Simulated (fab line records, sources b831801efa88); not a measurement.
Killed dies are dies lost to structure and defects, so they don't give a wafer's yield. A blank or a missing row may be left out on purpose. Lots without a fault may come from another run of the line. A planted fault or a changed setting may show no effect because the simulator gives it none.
Which tool did it? | flow sky130 | 11 lots, 33 wafers sampled, at 6 steps of a route of 708

WHAT THE GAUGES READ, wafer by wafer
The record holds no reading of a measuring or inspecting step that can be judged against a usual standard deviation.

WHICH TOOL RAN EACH LOT (tool, then ch and the chambers of the sampled wafers, then the start)
lot  | SKY_METAL3_SPUTTER_02        | SKY_METAL3_COAT_07                | SKY_METAL3_ETCH_16                | SKY_METAL3_ETCH_17                 | SKY_METAL3_STRIP_19                  | SKY_PAD_OPEN_PROBE_99
L715 | pvd_sputter-03, day 36 11:18 | litho_track-03 ch 0, day 38 02:35 | rie_metal-01 ch 0,1, day 38 16:01 | rie_diel-01 ch 1,3, day 38 16:06   | plasma_asher-02 ch 0,1, day 38 16:18 | -
L717 | pvd_sputter-01, day 36 22:39 | litho_track-03 ch 0, day 38 13:46 | rie_metal-03 ch 0,1, day 39 02:54 | rie_diel-01 ch 0,3, day 39 02:58   | plasma_asher-01 ch 0,1, day 39 03:12 | -
L719 | pvd_sputter-01, day 38 00:39 | litho_track-02 ch 0, day 39 14:53 | rie_metal-03 ch 0,1, day 40 03:31 | rie_diel-03 ch 0,3, day 40 03:37   | plasma_asher-01 ch 0,1, day 40 03:49 | -
L723 | pvd_sputter-03, day 39 06:13 | litho_track-02 ch 0, day 40 19:38 | rie_metal-01 ch 0,1, day 41 07:57 | rie_diel-02 ch 0,2, day 41 08:01   | plasma_asher-04 ch 0,1, day 41 08:15 | -
L724 | pvd_sputter-03, day 39 08:00 | litho_track-02 ch 0, day 40 22:08 | rie_metal-03 ch 0, day 41 11:22   | rie_diel-02 ch 0,1, day 41 11:28   | plasma_asher-01 ch 0,1, day 41 11:43 | -
L725 | pvd_sputter-03, day 39 15:39 | litho_track-03 ch 0, day 41 05:46 | rie_metal-01 ch 0,1, day 41 18:39 | rie_diel-01 ch 0,1,3, day 41 18:43 | plasma_asher-01 ch 0,1, day 41 19:01 | prober-01, day 48 12:41
L726 | pvd_sputter-03, day 39 21:01 | litho_track-02 ch 0, day 41 11:17 | rie_metal-02 ch 0,1, day 42 00:11 | rie_diel-03 ch 0,2,3, day 42 00:19 | plasma_asher-01 ch 0, day 42 00:31   | prober-02, day 48 16:59
L727 | pvd_sputter-01, day 40 03:17 | litho_track-02 ch 0, day 41 16:05 | rie_metal-01 ch 0,1, day 42 04:21 | rie_diel-02 ch 0,2,3, day 42 04:27 | plasma_asher-01 ch 0,1, day 42 04:43 | -
L728 | pvd_sputter-01, day 40 16:16 | litho_track-01 ch 0, day 42 04:49 | rie_metal-03 ch 0,1, day 42 17:04 | rie_diel-01 ch 2,3, day 42 17:10   | plasma_asher-01 ch 0,1, day 42 17:21 | -
L730 | pvd_sputter-03, day 40 21:53 | litho_track-03 ch 0, day 42 11:23 | rie_metal-02 ch 0, day 43 00:22   | rie_diel-02 ch 0,3, day 43 00:32   | plasma_asher-04 ch 1, day 43 00:44   | -
L734 | pvd_sputter-01, day 42 04:44 | litho_track-03 ch 0, day 43 16:31 | rie_metal-03 ch 0,1, day 44 04:21 | rie_diel-01 ch 0,1, day 44 04:27   | plasma_asher-02 ch 0,1, day 44 04:39 | -
- SKY_METAL3_SPUTTER_02: material AlCu, target thk 735 nm, time 39.1 s.
- SKY_METAL3_COAT_07: resist thk 60 nm.
- SKY_METAL3_ETCH_16: etches BARC in N2/H2, stops on SiO2, time 88.2 s, target depth 60 nm.
- SKY_METAL3_ETCH_17: etches SiO2 in C4F8/O2/Ar, stops on TiN, time 3.9 s, target depth 15 nm.
- SKY_METAL3_STRIP_19: strips in O2/N2.
- SKY_PAD_OPEN_PROBE_99

WHAT THE TOOLS THEMSELVES READ (means of the sampled wafers that have a number; where no wafer has one, the mark that the record gives instead)
SKY_METAL3_SPUTTER_02. Usual: throttle_valve_pct 29.9 %, standard deviation 0.86.
lot  | tool           | throttle_valve_pct (%) | flag
L715 | pvd_sputter-03 | 29.5                   |
L717 | pvd_sputter-01 | 29.8                   |
L719 | pvd_sputter-01 | 29.3                   |
L723 | pvd_sputter-03 | 30.3                   |
L724 | pvd_sputter-03 | 29.8                   |
L725 | pvd_sputter-03 | 29.6                   |
L726 | pvd_sputter-03 | 30.0                   |
L727 | pvd_sputter-01 | 30.0                   |
L728 | pvd_sputter-01 | 29.3                   |
L730 | pvd_sputter-03 | 30.3                   |
L734 | pvd_sputter-01 | 30.2                   |

SKY_METAL3_ETCH_16. Usual: drypump_motor_current_A 5.67 A, standard deviation 0.22; oes_product_au 0.626 a.u., standard deviation 0.0043; throttle_valve_pct 13.204 %, standard deviation 0.0085.
lot  | tool         | drypump_motor_current_A (A) | oes_product_au (a.u.) | throttle_valve_pct (%) | flag
L715 | rie_metal-01 | 5.57                        | 0.626                 | 13.202                 |
L717 | rie_metal-03 | 5.70                        | 0.628                 | 13.199                 |
L719 | rie_metal-03 | 5.71                        | 0.623                 | 13.200                 |
L723 | rie_metal-01 | 5.58                        | 0.625                 | 13.202                 |
L724 | rie_metal-03 | 5.80                        | 0.627                 | 13.208                 |
L725 | rie_metal-01 | 5.56                        | 0.624                 | 13.210                 |
L726 | rie_metal-02 | 5.79                        | 0.626                 | 13.206                 |
L727 | rie_metal-01 | 5.54                        | 0.627                 | 13.197                 |
L728 | rie_metal-03 | 5.72                        | 0.623                 | 13.197                 |
L730 | rie_metal-02 | 5.99                        | 0.628                 | 13.205                 |
L734 | rie_metal-03 | 5.74                        | 0.632                 | 13.198                 |

SKY_METAL3_ETCH_17. Usual: oes_product_au 0.754 a.u., standard deviation 0.0079.
lot  | tool        | oes_product_au (a.u.) | flag
L715 | rie_diel-01 | 0.759                 |
L717 | rie_diel-01 | 0.757                 |
L719 | rie_diel-03 | 0.757                 |
L723 | rie_diel-02 | 0.762                 |
L724 | rie_diel-02 | 0.747                 |
L725 | rie_diel-01 | 0.756                 |
L726 | rie_diel-03 | 0.760                 |
L727 | rie_diel-02 | 0.756                 |
L728 | rie_diel-01 | 0.750                 |
L730 | rie_diel-02 | 0.752                 |
L734 | rie_diel-01 | 0.762                 |

SKY_METAL3_STRIP_19. Usual: drypump_motor_current_A 5.7 A, standard deviation 0.54; oes_product_au 0.501 a.u., standard deviation 0.0054; strip_time_to_endpoint_s 6.50 s, standard deviation 0.08.
lot  | tool            | drypump_motor_current_A (A) | oes_product_au (a.u.) | strip_time_to_endpoint_s (s) | flag
L715 | plasma_asher-02 | 5.5                         | 0.499                 | 6.45                         |
L717 | plasma_asher-01 | 5.8                         | 0.500                 | 6.52                         |
L719 | plasma_asher-01 | 5.8                         | 0.501                 | 6.48                         |
L723 | plasma_asher-04 | 5.3                         | 0.499                 | 6.50                         |
L724 | plasma_asher-01 | 5.8                         | 0.507                 | 6.54                         |
L725 | plasma_asher-01 | 5.8                         | 0.508                 | 6.60                         |
L726 | plasma_asher-01 | 6.6                         | 0.497                 | 6.47                         |
L727 | plasma_asher-01 | 6.2                         | 0.498                 | 6.50                         |
L728 | plasma_asher-01 | 5.8                         | 0.504                 | 6.56                         |
L730 | plasma_asher-04 | 5.3                         | 0.502                 | 6.49                         |
L734 | plasma_asher-02 | 5.5                         | 0.499                 | 6.44                         |

SKY_PAD_OPEN_PROBE_99. Usual: defect_limited_yield 82.9 %, standard deviation 1.7; killed_at_M0_to_M3 42, standard deviation 6.1; killed_at_M4_up 3.4, standard deviation 2; killed_at_contacts 23, standard deviation 4.8; killed_at_front_end 15, standard deviation 3.8; killed_at_other 0.3, standard deviation 0.48; killed_dies 84, standard deviation 8.5; killed_open 46, standard deviation 6.8; killed_short 38, standard deviation 6.2; sort_bin_3_pad_short 0.8 %, standard deviation 0.42; sort_bin_5_function 10.1 %, standard deviation 1.4; sort_bin_6_memory 6.2 %, standard deviation 0.99; sort_n_pass 408, standard deviation 8.5; sort_yield_pct 82.9 %, standard deviation 1.7.
lot  | tool      | defect_limited_yield (%) | killed_at_M0_to_M3 | killed_at_M4_up | killed_at_contacts | killed_at_front_end | killed_at_other | killed_dies | killed_open | killed_short | sort_bin_3_pad_short (%) | sort_bin_5_function (%) | sort_bin_6_memory (%) | sort_n_pass | sort_yield_pct (%) | flag
L725 | prober-01 | 83.3                     | 41                 | 2.7             | 22                 | 17                  | 0.0             | 82          | 47          | 35           | 1.0                      | 9.7                     | 6.0                   | 410         | 83.3               |
L726 | prober-02 | 84.8                     | 35                 | 4.0             | 20                 | 16                  | 0.0             | 75          | 35          | 40           | 0.8                      | 9.1                     | 5.3                   | 417         | 84.8               |

THE ANSWER, worked out from the rows above alone
Rule: a lot is off if the mean of its wafers that have a number lies more than 3 standard deviations from the usual mean. A lot without any number at a reading at which 4 lots or more have one is off too. The other lots that the step has rows for count as sound. The gauges are gone through in route order, then the tools' own readings, and for those a lot's mean is taken as printed above. The first step at which some lot is off is used, and at that step the reading that is off furthest; a lot without a number counts as furthest.
No lot is off at any reading shown: from this, nothing can be told.

WHAT THE SIMULATOR HAD PUT IN
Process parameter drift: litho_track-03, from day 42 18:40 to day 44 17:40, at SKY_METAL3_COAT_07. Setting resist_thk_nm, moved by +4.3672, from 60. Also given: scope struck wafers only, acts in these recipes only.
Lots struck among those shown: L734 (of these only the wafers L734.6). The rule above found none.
